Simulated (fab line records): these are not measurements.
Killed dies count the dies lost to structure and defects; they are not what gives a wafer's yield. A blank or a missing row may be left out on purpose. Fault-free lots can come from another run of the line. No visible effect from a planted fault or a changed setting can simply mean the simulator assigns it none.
fab line records	flow sky130
[record] lots = 12	wafers = 36	last-day = 51
route steps=708 shown LI_CONTACT@362
lots that met no fault: taken from a fault-free run of the same line
start-h: hours from the record's opening day to when the first of the lot's shown wafers began	wait-h: how many hours have passed since the lot's step before this one	" unchanged from the row above	L1.1+2: a single row standing in for several wafers	- either no value or no given start	* or withheld: withheld	< > ~ a bound
route shown NAME@n: a module of which the file shows steps, and the number in the route of the first	usual: mean and standard deviation over wafers with no fault	same: alike in all rows	chamber/n: place in a boat	sites: the reading at each site	_std_site: their standard deviation	_edge_site: mean of outer sites minus mean of inner sites	radius-mm: how far each site lies from the wafer's centre	mask NAME#n: copy n	behind: the most recent tool/chamber to have shaped the wafer	hold: the reason the lot was held/the length of the hold in hours/how it ended	device: the n, p or np transistor that did not switch	end of line: tests run on the same wafers once the route is complete	for a step that has no rows: nothing shown but its recipe	killed: not the wafer's yield, but the dies lost to structure and defects at the first sort	map: dies across one wafer; x = killed, . = not, _ = none there
set.NAME: the run value of the setting; set.NAME@STEP: its run value at that earlier step	model.NAME: the simulator's own value behind a step, which no gauge read
steps of the route over a sample of lots; a table a step, a row a wafer
services: when a tool's chamber went out of use (start-h, in hours from the record's first day, below 0 if earlier), for how many hours, and the reason
[[steps]]
[step SKY_LI_CONTACT_HDPCVD_00]
[recipe] material = PSG	target-thk-nm = 930	sigma-open-frac = 0.3	time-s = 155	temp-c = 600	sih4-flow-sccm = 60	pressure-mtorr = 6
[usual] sih4-flow-sccm = 60.02/0.18
lot.wafer	tool	chamber	start-h	wait-h	sih4-flow-sccm
L842.1	hdpcvd-02	2	678.72	0.0	59.81
L842.3	"	0	"	"	59.72
L842.5	"	1	"	"	59.96
L841.1	hdpcvd-02	1	679.26	0.0	59.64
L841.4	"	2	"	"	59.89
L841.5	"	1	"	"	59.39
L843.2	hdpcvd-02	2	690.77	0.0	59.96
L843.5	"	2	"	"	59.99
L843.6	"	0	"	"	59.94
L844.3	hdpcvd-02	1	693.67	0.0	60.03
L844.4	"	2	"	"	59.59
L844.5	"	0	"	"	60.37
L845.2	hdpcvd-02	2	701.35	0.0	59.97
L845.3	"	0	"	"	60.10
L845.6	"	0	"	"	60.24
L846.3	hdpcvd-02	1	712.12	0.0	60.09
L846.5	"	1	"	"	60.27
L846.6	"	2	"	"	59.97
L847.1	hdpcvd-02	2	718.80	0.0	59.99
L847.2	"	1	"	"	60.11
L847.5	"	1	"	"	59.80
L848.1	hdpcvd-02	0	726.97	0.0	60.04
L848.4	"	1	"	"	59.79
L848.5	"	0	"	"	59.99
L849.1	hdpcvd-01	0	730.67	0.0	60.05
L849.3	"	2	"	"	59.79
L849.6	"	1	"	"	60.18
L850.2	hdpcvd-02	1	733.12	0.0	60.21
L850.4	"	1	"	"	60.20
L850.6	"	0	"	"	60.22
L854.2	hdpcvd-02	0	772.34	0.0	59.80
L854.4	"	1	"	"	48.12
L854.6	"	0	"	"	60.07
L863.2	hdpcvd-01	2	835.70	0.0	60.10
L863.5	"	1	"	"	60.26
L863.6	"	2	"	"	59.73
[step SKY_LI_CONTACT_THK_MEAS_01]
[recipe] reads = PSG_of_LI_CONTACT_HDPCVD_00
[usual] LI_CONTACT_HDPCVD_THK = 929/9.2
lot.wafer	tool	chamber	start-h	wait-h	LI_CONTACT_HDPCVD_THK[nm]
L842.1	film-metro-02	-	678.82	0.1	930
L842.3	"	-	"	"	953
L842.5	"	-	"	"	944
L841.1	film-metro-02	-	679.37	0.1	936
L841.4	"	-	"	"	936
L841.5	"	-	"	"	939
L843.2	film-metro-02	-	690.88	0.1	914
L843.5	"	-	"	"	912
L843.6	"	-	"	"	928
L844.3	film-metro-03	-	693.79	0.1	906
L844.4	"	-	"	"	915
L844.5	"	-	"	"	925
L845.2	film-metro-03	-	701.46	0.1	929
L845.3	"	-	"	"	942
L845.6	"	-	"	"	938
L846.3	film-metro-04	-	712.24	0.1	925
L846.5	"	-	"	"	926
L846.6	"	-	"	"	915
L847.1	film-metro-02	-	718.90	0.1	927
L847.2	"	-	"	"	924
L847.5	"	-	"	"	928
L848.1	film-metro-04	-	727.07	0.1	915
L848.4	"	-	"	"	921
L848.5	"	-	"	"	921
L849.1	film-metro-04	-	730.78	0.1	922
L849.3	"	-	"	"	928
L849.6	"	-	"	"	931
L850.2	film-metro-02	-	733.23	0.1	927
L850.4	"	-	"	"	926
L850.6	"	-	"	"	936
L854.2	film-metro-02	-	772.45	0.1	924
L854.4	"	-	"	"	733
L854.6	"	-	"	"	938
L863.2	film-metro-03	-	835.81	0.1	927
L863.5	"	-	"	"	931
L863.6	"	-	"	"	930
[step SKY_LI_CONTACT_CMP_02]
[recipe] material = PSG	down-force-psi = 4	platen-rpm = 60	pad-velocity-m-s = 0.94248
[usual] motor-current-A = 12.5/1.3	slurry-filter-dp-kPa = 13.50/0.14	time-to-endpoint-s = 31.8/2.7
lot.wafer	tool	chamber	start-h	wait-h	motor-current-A	slurry-filter-dp-kPa	time-to-endpoint-s
L842.1	cmp-01	0	678.93	0.1	13.7	13.34	32.9
L842.3	"	2	"	"	11.5	13.54	37.0
L842.5	"	0	"	"	14.2	13.39	38.0
L841.4	cmp-02	3	679.53	0.1	10.7	13.50	32.0
L841.1	"	0	"	"	12.7	13.07	34.6
L841.5	"	2	"	"	11.4	13.53	30.7
L843.2	cmp-01	1	690.98	0.1	14.4	13.45	29.0
L843.5	"	0	"	"	13.6	13.21	34.5
L843.6	"	1	"	"	14.8	13.49	30.0
L844.3	cmp-02	3	693.93	0.1	10.7	13.52	29.1
L844.4	"	0	"	"	13.7	13.53	35.4
L844.5	"	1	"	"	13.4	13.64	29.7
L845.3	cmp-01	1	701.56	0.1	13.7	13.30	29.7
L845.2	"	2	"	"	11.7	13.43	33.9
L845.6	"	1	"	"	14.4	13.36	29.6
L846.3	cmp-02	0	712.38	0.1	13.7	13.45	36.9
L846.6	"	2	"	"	12.2	13.55	29.0
L846.5	"	3	"	"	10.1	13.50	32.1
L847.2	cmp-02	2	719.01	0.1	11.6	13.59	30.1
L847.1	"	3	"	"	10.6	13.13	31.2
L847.5	"	1	"	"	12.8	13.43	33.2
L848.4	cmp-02	3	727.13	0.0	11.0	13.77	29.2
L848.1	"	1	"	"	13.2	13.69	31.4
L848.5	"	3	"	"	10.7	13.62	30.1
L849.1	cmp-02	3	730.94	0.1	10.8	13.44	30.4
L849.3	"	0	"	"	13.0	13.31	33.4
L849.6	"	2	"	"	12.1	13.42	29.0
L850.4	cmp-02	0	733.28	0.0	13.1	13.29	37.2
L850.2	"	1	"	"	13.1	13.34	30.4
L850.6	"	1	"	"	13.0	13.42	34.4
L854.2	cmp-02	2	772.60	0.1	11.8	13.41	29.9
L854.4	"	3	"	"	11.0	13.32	11.5
L854.6	"	0	"	"	13.6	13.47	35.3
L863.2	cmp-02	3	835.96	0.1	10.4	13.56	34.1
L863.6	"	1	"	"	12.9	13.43	33.6
L863.5	"	2	"	"	11.6	13.64	32.5
[step SKY_LI_CONTACT_CD_MEAS_12]
[recipe] target-cd-nm = 170
[usual] cd-nm = 170.5/1.5
lot.wafer	tool	chamber	start-h	wait-h	cd-nm
L842.1	cd-sem-02	-	707.95	-	174.1
L842.3	"	-	"	"	173.4
L842.5	"	-	"	"	172.0
L841.1	cd-sem-02	-	708.40	-	168.4
L841.4	"	-	"	"	170.2
L841.5	"	-	"	"	169.5
L843.2	cd-sem-02	-	718.87	-	171.2
L843.5	"	-	"	"	171.1
L843.6	"	-	"	"	172.1
L844.3	cd-sem-01	-	721.87	-	171.3
L844.4	"	-	"	"	170.7
L844.5	"	-	"	"	170.9
L845.2	cd-sem-01	-	730.12	-	167.5
L845.3	"	-	"	"	169.0
L845.6	"	-	"	"	168.7
L846.3	cd-sem-02	-	740.89	-	173.6
L846.5	"	-	"	"	172.6
L846.6	"	-	"	"	171.7
L847.1	cd-sem-01	-	747.25	-	170.2
L847.2	"	-	"	"	169.1
L847.5	"	-	"	"	170.9
L848.1	cd-sem-02	-	754.78	-	170.8
L848.4	"	-	"	"	170.1
L848.5	"	-	"	"	169.3
L849.1	cd-sem-02	-	759.85	-	169.5
L849.3	"	-	"	"	169.5
L849.6	"	-	"	"	170.2
L850.2	cd-sem-02	-	761.57	-	169.2
L850.4	"	-	"	"	170.1
L850.6	"	-	"	"	169.6
L854.2	cd-sem-01	-	800.32	-	170.3
L854.4	"	-	"	"	168.0
L854.6	"	-	"	"	169.3
L863.2	cd-sem-02	-	863.27	-	170.6
L863.5	"	-	"	"	169.5
L863.6	"	-	"	"	169.1
[step SKY_LI_CONTACT_ETCH_15]
[recipe] target = PSG	chemistry = C4F8/O2/Ar	stop-on = Si	taper-deg = 4.15	mask-material = KrF-thick	source-w = 1500	bias-w = 1200	pressure-mtorr = 40	c4f8-flow-sccm = withheld	O2_flow_sccm = 6	Ar_flow_sccm = 300	time-s = withheld	target-depth-a = 6000
[usual] oes-product-au = 0.837/0.0046
lot.wafer	tool	chamber	start-h	wait-h	oes-product-au
L842.1	rie-diel-02	3	708.15	0.0	0.834
L842.3	"	1	"	"	0.845
L842.5	"	3	"	"	0.835
L841.1	rie-diel-03	2	708.60	0.0	0.843
L841.4	"	3	"	"	0.837
L841.5	"	2	"	"	0.838
L843.2	rie-diel-04	2	719.05	0.0	0.839
L843.5	"	2	"	"	0.839
L843.6	"	0	"	"	0.835
L844.3	rie-diel-04	2	722.03	0.0	0.834
L844.4	"	3	"	"	0.834
L844.5	"	2	"	"	0.837
L845.2	rie-diel-04	3	730.30	0.0	0.841
L845.3	"	1	"	"	0.831
L845.6	"	1	"	"	0.833
L846.3	rie-diel-02	3	741.05	0.0	0.836
L846.5	"	0	"	"	0.840
L846.6	"	1	"	"	0.842
L847.1	rie-diel-03	2	747.45	0.0	0.835
L847.2	"	1	"	"	0.847
L847.5	"	3	"	"	0.841
L848.1	rie-diel-03	0	754.98	0.0	0.832
L848.4	"	2	"	"	0.839
L848.5	"	1	"	"	0.841
L849.1	rie-diel-04	0	760.05	0.0	0.835
L849.3	"	3	"	"	0.835
L849.6	"	0	"	"	0.836
L850.2	rie-diel-02	1	761.75	0.0	0.838
L850.4	"	2	"	"	0.843
L850.6	"	1	"	"	0.833
L854.2	rie-diel-03	0	800.50	0.0	0.832
L854.4	"	2	"	"	0.827
L854.6	"	0	"	"	0.836
L863.2	rie-diel-02	2	863.45	0.0	0.839
L863.5	"	2	"	"	0.840
L863.6	"	1	"	"	0.841
[step SKY_LI_CONTACT_CVD_21]
[recipe] material = W	target-thk-nm = 400	time-s = 120.56	temp-c = 400	pressure-torr = 40
[usual] heater-power-w = 842/50
lot.wafer	tool	chamber	start-h	wait-h	heater-power-w
L842.1	cvd-w-01	0	708.66	0.0	872
L842.3	"	0	"	"	846
L842.5	"	1	"	"	813
L841.1	cvd-w-01	1	709.12	0.0	818
L841.4	"	1	"	"	849
L841.5	"	0	"	"	857
L843.2	cvd-w-01	0	719.56	0.0	863
L843.5	"	1	"	"	828
L843.6	"	0	"	"	865
L844.3	cvd-w-01	0	722.59	0.1	866
L844.4	"	1	"	"	816
L844.5	"	0	"	"	873
L845.2	cvd-w-01	0	730.83	0.0	865
L845.3	"	1	"	"	806
L845.6	"	1	"	"	803
L846.3	cvd-w-01	0	741.61	0.1	826
L846.5	"	0	"	"	872
L846.6	"	1	"	"	827
L847.1	cvd-w-01	1	748.00	0.0	826
L847.2	"	0	"	"	873
L847.5	"	0	"	"	867
L848.1	cvd-w-01	0	755.49	0.0	855
L848.4	"	0	"	"	842
L848.5	"	1	"	"	833
L849.1	cvd-w-02	1	760.57	0.0	779
L849.3	"	0	"	"	894
L849.6	"	0	"	"	897
L850.2	cvd-w-01	1	762.27	0.0	787
L850.4	"	1	"	"	826
L850.6	"	1	"	"	820
L854.2	cvd-w-02	1	801.03	0.0	787
L854.4	"	0	"	"	902
L854.6	"	0	"	"	893
L863.2	cvd-w-01	1	864.16	0.1	815
L863.5	"	1	"	"	828
L863.6	"	0	"	"	896
[[services]]
tool	chamber	start-h	hours	kind
rie-diel-04	3	671.06	15.1	repair
cmp-02	-	672.00	1.6	repair
rie-diel-04	0	677.75	7.6	repair
rie-diel-02	0	681.29	11.4	repair
rie-diel-03	3	695.57	12.4	repair
cvd-w-01	-	698.12	0.8	repair
rie-diel-04	1	708.21	13.3	repair
rie-diel-02	-	710.21	4.4	repair
rie-diel-04	0	723.89	24.5	repair
cmp-02	-	743.89	0.7	repair
rie-diel-02	2	745.06	2.1	repair
rie-diel-02	3	753.94	5.0	repair
rie-diel-03	-	758.03	2.8	pm
cmp-02	-	759.26	1.0	repair
rie-diel-03	1	765.50	7.6	repair
cvd-w-01	-	771.43	28.1	pm
rie-diel-04	2	791.05	6.6	repair
cmp-02	-	792.21	2.7	pm
rie-diel-03	3	793.70	11.2	repair
cvd-w-01	-	799.53	6.0	pm
rie-diel-02	0	801.98	1.8	repair
rie-diel-03	2	840.82	10.4	repair
rie-diel-03	-	841.95	0.6	repair
cmp-02	-	847.37	3.4	repair
[[key]]
[first-sign] step = SKY_LI_CONTACT_HDPCVD_00	reading = sih4-flow-sccm	direction = down	sigmas = 68	usual = 60.02	struck = 48.12
[effect] step = SKY_LI_CONTACT_THK_MEAS_01	reading = LI_CONTACT_HDPCVD_THK	direction = down	sigmas = 21	usual = 929	struck = 733
[effect] step = SKY_LI_CONTACT_CMP_02	reading = time-to-endpoint-s	direction = down	sigmas = 7.5	usual = *	struck = *
met-at SKY_LI_CONTACT_HDPCVD_00
struck-lots L854
struck-wafers L854.4
tester-left-out L854
not-acting-at SKY_LI_CONTACT_CD_MEAS_12,SKY_LI_CONTACT_ETCH_15,SKY_LI_CONTACT_CVD_21
onset-between 733.12 772.34
[fault] kind = process-parameter-drift	tool = hdpcvd-02	chamber = 1	onset-h = 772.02	steps = SKY_LI_CONTACT_HDPCVD_00	channel = sih4-flow-sccm	offset = -12	shape = step	end-h = 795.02	acts-in = these-recipes-only	stated = 60
// tester-left-out: of these lots the tester's yield and bins aren't shown, on N5 and GAA mostly nor the transistor test; their killed dies are dies lost to structure and defects alone, not to doping, threshold or leakage, so they don't give the yield
